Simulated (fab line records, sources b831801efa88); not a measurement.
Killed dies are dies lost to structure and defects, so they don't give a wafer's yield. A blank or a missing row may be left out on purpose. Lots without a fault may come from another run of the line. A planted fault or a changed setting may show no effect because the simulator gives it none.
Which tool did it? | flow sky130 | 7 lots, 20 wafers sampled, at 2 steps of a route of 708

WHAT THE GAUGES READ, wafer by wafer
SKY_VIA1_RS_MEAS_22: measures by four-point-probe.
lot  | measured     | on            | VIA1_W_RS (ohm/sq)
L926 | day 36 03:23 | film_metro-01 | 0.422 0.420 0.421
L930 | day 36 07:26 | film_metro-02 | 0.425 0.427 0.425 0.427
L937 | day 38 08:19 | film_metro-02 | 0.428 0.428 0.422
L939 | day 39 09:19 | film_metro-01 | 0.434 0.437 0.430
L940 | day 39 22:38 | film_metro-03 | 0.430 0.425 0.430
L944 | day 40 07:33 | film_metro-02 | 0.420 0.420 0.425
L946 | day 41 00:00 | film_metro-03 | 0.425 0.432 0.424

WHICH TOOL RAN EACH LOT (tool, then ch and the chambers of the sampled wafers, then the start)
lot  | SKY_VT_ADJUST_PCH_IMPLANT_08
L926 | implanter-03 ch 0, day 11 09:16
L930 | implanter-03 ch 0, day 12 13:07
L937 | implanter-04 ch 0, day 14 18:26
L939 | implanter-03 ch 0, day 15 17:35
L940 | implanter-03 ch 0, day 16 08:11
L944 | implanter-03 ch 0, day 17 00:40
L946 | implanter-03 ch 0, day 17 14:17
- SKY_VT_ADJUST_PCH_IMPLANT_08

THE ANSWER, worked out from the rows above alone
Rule: what is usual is taken from the lots themselves. Put in order of their means at a reading, lots are off if they are a third of the lots or fewer, leave a main group of 4 or more, and stand apart from it by a gap of 3 or more times the standard deviation of the main group's means; of several such gaps the widest counts. A main group whose means are all the same, to the digits that the tables above print for the reading, isn't used. A lot without any number at a reading at which 4 lots or more have one is off too. The other lots that the step has rows for count as sound.
No lot is off at any reading shown: from this, nothing can be told.

WHAT THE SIMULATOR HAD PUT IN
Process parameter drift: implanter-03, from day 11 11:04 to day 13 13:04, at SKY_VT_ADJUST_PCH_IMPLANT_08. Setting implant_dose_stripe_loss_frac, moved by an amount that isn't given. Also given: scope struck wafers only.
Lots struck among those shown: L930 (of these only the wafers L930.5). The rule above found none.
